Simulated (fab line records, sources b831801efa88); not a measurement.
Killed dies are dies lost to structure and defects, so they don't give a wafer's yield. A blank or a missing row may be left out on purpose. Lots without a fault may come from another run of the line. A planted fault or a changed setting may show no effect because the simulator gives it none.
Which tool did it? | flow sfq_line | 15 lots, 45 wafers sampled, at 4 steps of a route of 325

WHAT THE GAUGES READ, wafer by wafer
The record holds no reading of a measuring or inspecting step that can be judged against a usual standard deviation.

WHICH TOOL RAN EACH LOT (tool, then ch and the chambers of the sampled wafers, then the start)
lot  | SFQ_TRILAYER_I4_CMP_CMP_100   | SFQ_TRILAYER_JJ_TRILAYER_DEP_SPUTTER_109 | SFQ_TRILAYER_A5B_METRO_MEASURE_131 | SFQ_TRILAYER_R5_LITHO_DEVELOP_138
L105 | cmp-01 ch 0,2,3, day 49 22:16 | pvd_sputter-03, day 54 18:07             | film_metro-02, day 59 20:02        | litho_track-04 ch 0, day 60 07:19
L106 | cmp-02 ch 0,2, day 49 23:11   | pvd_sputter-05, day 54 19:19             | film_metro-02, day 59 21:50        | litho_track-02 ch 0, day 64 02:39
L107 | cmp-01 ch 0,1,2, day 54 06:59 | pvd_sputter-06, day 59 03:40             | film_metro-02, day 59 23:02        | litho_track-02 ch 0, day 64 03:58
L108 | cmp-01 ch 0,1,2, day 54 08:29 | pvd_sputter-05, day 59 07:16             | film_metro-04, day 60 03:14        | litho_track-01 ch 0, day 64 05:12
L109 | cmp-01 ch 1,3, day 54 20:59   | pvd_sputter-06, day 59 15:42             | film_metro-04, day 61 06:32        | litho_track-02 ch 0, day 64 06:25
L112 | cmp-01 ch 0,2,3, day 55 19:24 | pvd_sputter-06, day 60 02:28             | film_metro-04, day 64 23:32        | litho_track-04 ch 0, day 65 03:07
L113 | cmp-02 ch 1,2,3, day 56 11:52 | pvd_sputter-06, day 60 16:52             | film_metro-02, day 66 04:35        | litho_track-04 ch 0, day 66 07:59
L114 | cmp-02 ch 2,3, day 56 15:22   | pvd_sputter-05, day 60 19:16             | film_metro-02, day 66 08:07        | litho_track-01, day 66 11:33
L115 | cmp-02 ch 0,1, day 56 17:52   | pvd_sputter-06, day 60 22:52             | film_metro-04, day 66 13:35        | litho_track-01, day 69 01:47
L116 | cmp-01 ch 1,2, day 57 00:54   | pvd_sputter-03, day 61 04:52             | film_metro-02, day 66 18:37        | litho_track-02, day 69 03:00
L117 | cmp-02 ch 0,1,3, day 57 07:18 | pvd_sputter-03, day 61 10:52             | film_metro-02, day 70 07:45        | litho_track-04 ch 0, day 74 02:31
L124 | cmp-02 ch 0,1,3, day 60 22:32 | pvd_sputter-06, day 66 05:16             | film_metro-02, day 73 13:39        | litho_track-02 ch 0, day 78 05:13
L125 | cmp-02 ch 0,1,3, day 61 04:50 | pvd_sputter-06, day 66 12:33             | film_metro-02, day 73 22:42        | litho_track-02 ch 0, day 78 12:24
L126 | cmp-02 ch 1,2, day 61 15:44   | pvd_sputter-06, day 66 22:33             | film_metro-04, day 74 23:58        | litho_track-01 ch 0, day 79 06:33
L127 | cmp-02 ch 0,2,3, day 62 01:38 | pvd_sputter-06, day 67 02:09             | film_metro-02, day 75 10:24        | litho_track-01 ch 0, day 79 16:15
- SFQ_TRILAYER_I4_CMP_CMP_100: polishes SiO2.
- SFQ_TRILAYER_JJ_TRILAYER_DEP_SPUTTER_109: material Nb, target thk 150 nm, time 100 s.
- SFQ_TRILAYER_A5B_METRO_MEASURE_131
- SFQ_TRILAYER_R5_LITHO_DEVELOP_138: time 60 s.

WHAT THE TOOLS THEMSELVES READ (means of the sampled wafers that have a number; where no wafer has one, the mark that the record gives instead)
SFQ_TRILAYER_I4_CMP_CMP_100.
lot  | tool   | motor_current_A (A) | time_to_endpoint_s (s)
L105 | cmp-01 | 9.9                 | 217
L106 | cmp-02 | 10.4                | 219
L107 | cmp-01 | 9.5                 | 215
L108 | cmp-01 | 9.4                 | 217
L109 | cmp-01 | 10.7                | 225
L112 | cmp-01 | 9.7                 | 211
L113 | cmp-02 | 9.5                 | 218
L114 | cmp-02 | 9.9                 | 211
L115 | cmp-02 | 9.5                 | 221
L116 | cmp-01 | 10.1                | 217
L117 | cmp-02 | 9.5                 | 217
L124 | cmp-02 | 9.4                 | 214
L125 | cmp-02 | 9.5                 | 209
L126 | cmp-02 | 8.9                 | 217
L127 | cmp-02 | 10.1                | 224

SFQ_TRILAYER_JJ_TRILAYER_DEP_SPUTTER_109.
lot  | tool           | cathode_dc_power_W (W) | throttle_valve_pct (%)
L105 | pvd_sputter-03 | 2000.3                 | 29.9
L106 | pvd_sputter-05 | 1999.9                 | 30.6
L107 | pvd_sputter-06 | 1999.9                 | 31.7
L108 | pvd_sputter-05 | 2000.0                 | 30.2
L109 | pvd_sputter-06 | 1999.8                 | 29.9
L112 | pvd_sputter-06 | 2000.0                 | 31.2
L113 | pvd_sputter-06 | 2000.1                 | 30.7
L114 | pvd_sputter-05 | 1999.8                 | 30.5
L115 | pvd_sputter-06 | 1999.9                 | 31.3
L116 | pvd_sputter-03 | 2000.2                 | 30.9
L117 | pvd_sputter-03 | 2000.0                 | 29.4
L124 | pvd_sputter-06 | 2000.0                 | 31.1
L125 | pvd_sputter-06 | 1999.9                 | 31.4
L126 | pvd_sputter-06 | 2000.0                 | 30.5
L127 | pvd_sputter-06 | 1999.9                 | 30.9

SFQ_TRILAYER_A5B_METRO_MEASURE_131.
lot  | tool          | thk_nm (nm)
L105 | film_metro-02 | 340
L106 | film_metro-02 | 334
L107 | film_metro-02 | 331
L108 | film_metro-04 | 334
L109 | film_metro-04 | 331
L112 | film_metro-04 | 338
L113 | film_metro-02 | 341
L114 | film_metro-02 | 343
L115 | film_metro-04 | 339
L116 | film_metro-02 | 344
L117 | film_metro-02 | 337
L124 | film_metro-02 | 343
L125 | film_metro-02 | 346
L126 | film_metro-04 | 336
L127 | film_metro-02 | 332

SFQ_TRILAYER_R5_LITHO_DEVELOP_138.
lot  | tool           | chill_plate_temp_C (C) | exhaust_pa (Pa)
L105 | litho_track-04 | 22.97                  | 44.2
L106 | litho_track-02 | 23.09                  | 43.7
L107 | litho_track-02 | 23.01                  | 45.4
L108 | litho_track-01 | 22.94                  | 44.5
L109 | litho_track-02 | 23.19                  | 45.0
L112 | litho_track-04 | 23.07                  | 44.9
L113 | litho_track-04 | 23.10                  | 44.6
L114 | litho_track-01 | -                      | -
L115 | litho_track-01 | -                      | -
L116 | litho_track-02 | -                      | -
L117 | litho_track-04 | 22.94                  | 45.4
L124 | litho_track-02 | 22.97                  | 43.9
L125 | litho_track-02 | 23.01                  | 44.0
L126 | litho_track-01 | 23.01                  | 46.2
L127 | litho_track-01 | 22.98                  | 44.3

THE ANSWER, worked out from the rows above alone
Rule: what is usual is taken from the lots themselves. Put in order of their means at a reading, lots are off if they are a third of the lots or fewer, leave a main group of 4 or more, and stand apart from it by a gap of 3 or more times the standard deviation of the main group's means; of several such gaps the widest counts. A main group whose means are all the same, to the digits that the tables above print for the reading, isn't used. A lot without any number at a reading at which 4 lots or more have one is off too. The other lots that the step has rows for count as sound. The gauges are gone through in route order, then the tools' own readings, and for those a lot's mean is taken as printed above. The first step at which some lot is off is used, and at that step the reading that is off furthest; a lot without a number counts as furthest.
Off: L114, L115, L116, at SFQ_TRILAYER_R5_LITHO_DEVELOP_138 (chill_plate_temp_C). Without a number there: L114, L115, L116. The main group: mean 23.02 C, standard deviation 0.072.
A tool fits if, at that step or a process step before it, it ran every lot that is off, and no sound lot after the first of them. None of those tried fits.

WHAT THE SIMULATOR HAD PUT IN
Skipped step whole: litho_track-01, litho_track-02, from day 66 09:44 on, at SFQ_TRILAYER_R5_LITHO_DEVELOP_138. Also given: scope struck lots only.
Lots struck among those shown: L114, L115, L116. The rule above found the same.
